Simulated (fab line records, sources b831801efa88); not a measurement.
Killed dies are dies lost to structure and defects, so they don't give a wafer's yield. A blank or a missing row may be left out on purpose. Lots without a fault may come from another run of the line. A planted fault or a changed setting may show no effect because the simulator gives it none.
fab line records | flow gf180mcu
record lots=14 wafers=42 last_day=34
route steps=602 shown V5@563
lots that met no fault: from a run of the same line without faults
start_h: hours from the record's first day to the start of the lot's first wafer shown | wait_h: hours since the lot's step before | " the same as in the row above | L1.1+2: a row that stands for several wafers | - no value, or no start given | * or withheld: withheld | < > ~ a bound
route shown NAME@n: a module of which the file shows steps, and the number in the route of the first | usual: mean/standard deviation of fault-free wafers | same: alike in all rows | chamber/n: place in a boat | sites: the reading at each site | _std_site: their standard deviation | _edge_site: outer sites' mean less inner sites' | radius_mm: how far each site lies from the wafer's centre | mask NAME#n: copy n | behind: the tool/chamber that last shaped the wafer | hold: why the lot was held/for how many hours/how that ended | device: the transistor (n, p or np) that didn't switch | end of line: the same wafers' tests at the end of the route | a step without rows: its recipe alone | killed: dies lost to structure and defects at the first sort, not the wafer's yield | map: a wafer's dies, x killed, . not, _ none there
set.NAME: the setting as run; set.NAME@STEP: as run at that earlier step | model.NAME: the simulator's own value behind a step, which no gauge read
steps of the route over a sample of lots; a table a step, a row a wafer
services: from which hour (start_h, from the record's first day; less than 0 if before it) a tool's chamber was out of use, for how many hours, and why
## steps
# step GF_V5_CVD_23
# recipe material=W target_thk_nm=350 time_s=104.9 temp_c=400 pressure_torr=40
# usual chamber_pressure_Torr=39.99/0.092 heater_power_outer_w=562/60 heater_power_w=899/90
# columns lot.wafer tool chamber start_h wait_h chamber_pressure_Torr heater_power_outer_w heater_power_w
L684.3 cvd_w-02 1 636.81 0.1 40.07 566 879
L684.4 " 0 " " 39.92 546 878
L684.5 " 0 " " 39.72 552 864
L688.1 cvd_w-01 0 663.66 0.0 40.00 485 790
L688.2 " 1 " " 39.90 637 1030
L688.4 " 0 " " 40.01 488 785
L689.3 cvd_w-01 0 674.61 0.1 40.05 483 788
L689.4 " 1 " " 39.90 637 1037
L689.6 " 1 " " 39.96 643 1015
L690.1 cvd_w-01 0 680.02 0.0 40.03 485 801
L690.2 " 1 " " 40.08 635 1016
L690.3 " 1 " " 40.07 631 1019
L691.3 cvd_w-01 1 680.99 0.1 39.94 632 1041
L691.4 " 0 " " 39.97 484 798
L691.6 " 1 " " 39.96 657 1036
L692.3 cvd_w-01 1 693.15 0.1 40.03 631 1043
L692.4 " 0 " " 39.82 479 782
L692.6 " 0 " " 39.96 487 792
L694.2 cvd_w-01 1 703.93 0.0 40.12 638 1033
L694.3 " 1 " " 40.18 641 1026
L694.6 " 1 " " 40.05 648 1036
L695.2 cvd_w-01 1 714.23 0.0 - - -
L695.3 " 1 " " - - -
L695.5 " 0 " " - - -
L696.4 cvd_w-01 0 716.80 0.1 - - -
L696.5 " 0 " " - - -
L696.6 " 1 " " - - -
L700.2 cvd_w-01 1 741.50 0.0 40.09 656 1019
L700.5 " 1 " " 40.08 622 1017
L700.6 " 0 " " 39.96 488 802
L704.2 cvd_w-02 1 763.05 0.0 39.99 577 891
L704.4 " 0 " " 39.89 565 882
L704.5 " 1 " " 40.03 589 913
L705.4 cvd_w-01 0 766.15 0.1 40.14 491 782
L705.5 " 1 " " 40.02 631 1015
L705.6 " 0 " " 40.09 489 782
L706.1 cvd_w-01 0 774.02 0.0 39.88 484 793
L706.4 " 1 " " 39.97 643 1037
L706.6 " 0 " " 40.03 488 782
L707.1 cvd_w-02 1 779.81 0.0 39.95 556 908
L707.3 " 0 " " 39.94 552 881
L707.4 " 1 " " 40.06 572 927
# step GF_V5_RS_MEAS_24
# recipe thk_meas_gauge=four-point-probe reads=W_of_V5_CVD_23+TiN_of_V5_SPUTTER_22+Ti_of_V5_SPUTTER_21
# usual V5_W_RS=0.327/0.0052
# columns lot.wafer tool chamber start_h wait_h V5_W_RS[ohm/sq]
L684.3 film_metro-01 - 636.92 0.1 0.328
L684.4 " - " " 0.320
L684.5 " - " " 0.318
L688.1 film_metro-04 - 663.77 0.1 0.333
L688.2 " - " " 0.323
L688.4 " - " " 0.335
L689.3 film_metro-03 - 674.72 0.1 0.329
L689.4 " - " " 0.323
L689.6 " - " " 0.323
L690.1 film_metro-04 - 680.14 0.1 0.332
L690.2 " - " " 0.328
L690.3 " - " " 0.327
L691.3 film_metro-01 - 681.10 0.1 0.320
L691.4 " - " " 0.332
L691.6 " - " " 0.322
L692.3 film_metro-04 - 693.26 0.1 0.323
L692.4 " - " " 0.332
L692.6 " - " " 0.329
L694.2 film_metro-03 - 704.06 0.1 0.330
L694.3 " - " " 0.327
L694.6 " - " " 0.327
L695.2 film_metro-01 - 714.36 0.1 43.316
L695.3 " - " " 42.977
L695.5 " - " " 43.147
L696.4 film_metro-04 - 716.93 0.1 45.021
L696.5 " - " " 44.956
L696.6 " - " " 44.612
L700.2 film_metro-04 - 741.64 0.1 0.330
L700.5 " - " " 0.326
L700.6 " - " " 0.331
L704.2 film_metro-01 - 763.18 0.1 0.328
L704.4 " - " " 0.319
L704.5 " - " " 0.329
L705.4 film_metro-04 - 766.28 0.1 0.335
L705.5 " - " " 0.325
L705.6 " - " " 0.333
L706.1 film_metro-04 - 774.13 0.1 0.336
L706.4 " - " " 0.328
L706.6 " - " " 0.332
L707.1 film_metro-03 - 779.92 0.1 0.327
L707.3 " - " " 0.326
L707.4 " - " " 0.329
# step GF_V5_THK_MEAS_25
# recipe thk_meas_gauge=xrf reads=W_of_V5_CVD_23
# usual V5_W_THK=344/7.2
# columns lot.wafer tool chamber start_h wait_h V5_W_THK[nm]
L684.3 film_metro-01 - 637.02 0.1 348
L684.4 " - " " 357
L684.5 " - " " 359
L688.1 film_metro-04 - 663.89 0.1 335
L688.2 " - " " 347
L688.4 " - " " 332
L689.3 film_metro-03 - 674.82 0.1 339
L689.4 " - " " 345
L689.6 " - " " 347
L690.1 film_metro-04 - 680.26 0.1 334
L690.2 " - " " 338
L690.3 " - " " 338
L691.3 film_metro-01 - 681.20 0.1 359
L691.4 " - " " 346
L691.6 " - " " 357
L692.3 film_metro-04 - 693.36 0.1 342
L692.4 " - " " 335
L692.6 " - " " 335
L694.2 film_metro-03 - 704.17 0.1 337
L694.3 " - " " 341
L694.6 " - " " 340
L695.2 film_metro-01 - 714.47 0.1 <0
L695.3 " - " " <0
L695.5 " - " " <0
L696.4 film_metro-04 - 717.02 0.1 -
L696.5 " - " " -
L696.6 " - " " <0
L700.2 film_metro-04 - 741.75 0.1 344
L700.5 " - " " 348
L700.6 " - " " 341
L704.2 film_metro-01 - 763.29 0.1 348
L704.4 " - " " 355
L704.5 " - " " 343
L705.4 film_metro-04 - 766.37 0.1 331
L705.5 " - " " 343
L705.6 " - " " 335
L706.1 film_metro-04 - 774.25 0.1 334
L706.4 " - " " 341
L706.6 " - " " 335
L707.1 film_metro-03 - 780.04 0.1 343
L707.3 " - " " 344
L707.4 " - " " 343
# step GF_V5_CMP_26
# recipe stop_on=SiO2 down_force_psi=3.5 platen_rpm=60 t_overpolish_s=15 target_thk_nm=0 pad_velocity_m_s=0.94248
# usual motor_current_A=9.7/1.3 time_to_endpoint_s=86/4.1
# columns lot.wafer tool chamber start_h wait_h motor_current_A time_to_endpoint_s
L684.3 cmp-02 1 637.06 0.0 8.9 80
L684.4 " 0 " " 9.1 89
L684.5 " 2 " " 8.3 90
L688.1 cmp-02 1 663.95 0.1 9.2 80
L688.2 " 3 " " 10.6 90
L688.4 " 0 " " 10.0 86
L689.4 cmp-01 0 674.91 0.1 8.7 90
L689.3 " 2 " " 7.6 91
L689.6 " 3 " " 11.1 91
L690.1 cmp-01 1 680.32 0.1 10.3 80
L690.2 " 2 " " 7.7 90
L690.3 " 3 " " 11.7 84
L691.4 cmp-01 3 681.34 0.1 11.5 82
L691.3 " 0 " " 8.7 93
L691.6 " 1 " " 11.0 85
L692.3 cmp-02 2 693.40 0.0 8.2 86
L692.4 " 3 " " 11.3 86
L692.6 " 3 " " 11.9 87
L694.2 cmp-01 1 704.22 0.0 10.9 83
L694.3 " 3 " " 11.5 85
L694.6 " 2 " " 7.8 91
L695.2 cmp-02 3 714.52 0.0 11.5 6
L695.3 " 1 " " 9.5 2
L695.5 " 3 " " 11.6 4
L696.4 cmp-01 1 717.10 0.1 11.0 0
L696.6 " 0 " " 8.8 0
L696.5 " 1 " " 10.4 0
L700.2 cmp-01 3 742.10 0.3 11.1 84
L700.6 " 0 " " 8.8 84
L700.5 " 1 " " 10.9 84
L704.4 cmp-02 1 763.44 0.1 9.3 82
L704.2 " 2 " " 8.6 90
L704.5 " 0 " " 9.4 90
L705.4 cmp-02 0 766.45 0.1 9.6 86
L705.6 " 3 " " 11.0 89
L705.5 " 0 " " 9.2 89
L706.1 cmp-01 0 774.31 0.1 8.8 84
L706.4 " 2 " " 7.8 86
L706.6 " 1 " " 10.3 83
L707.4 cmp-01 3 780.10 0.0 11.5 79
L707.1 " 0 " " 8.7 85
L707.3 " 2 " " 8.0 85
## services
# columns tool chamber start_h hours kind
cvd_w-02 1 638.35 8.3 repair
cmp-01 - 649.34 6.0 pm
cvd_w-02 0 657.74 3.3 repair
cvd_w-02 - 668.01 3.8 pm
cvd_w-02 - 703.88 0.6 repair
cmp-01 - 718.11 6.2 pm
cvd_w-01 0 725.55 4.2 repair
cmp-02 - 741.04 4.1 repair
cmp-01 - 747.53 4.0 pm
cmp-01 - 751.53 - consumable_replace:conditioner
cmp-01 - 751.53 - consumable_replace:pad
cvd_w-02 - 757.94 0.7 repair
cmp-01 - 768.28 2.2 repair
## key
first_sign step=GF_V5_CVD_23 reading=tool_record direction=missing
effect step=GF_V5_RS_MEAS_24 reading=V5_W_RS direction=up sigmas=99+ usual=0.327 struck=44.005
effect step=GF_V5_THK_MEAS_25 reading=V5_W_THK direction=down sigmas=48 usual=344 struck=<0
effect step=GF_V5_CMP_26 reading=time_to_endpoint_s direction=down sigmas=20 usual=* struck=*
met_at GF_V5_CVD_23
struck_lots L695,L696
later_rows_left_out L695.2,L695.3,L695.5,L696.4,L696.5,L696.6
sort_left_out L695.2,L695.3,L695.5,L696.4,L696.5,L696.6
onset_between 703.93 714.23
fault kind=skipped_step_whole tool=cvd_w-01 chamber=- onset_h=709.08 steps=GF_V5_CVD_23 scope=struck_lots_only
# sort_left_out: the simulated sort isn't trusted on such a fault, so these wafers' sort isn't shown, and their yield isn't known
# later_rows_left_out: the simulator's readings of these wafers behind a module that went badly wrong aren't trusted and aren't shown, but for the sort
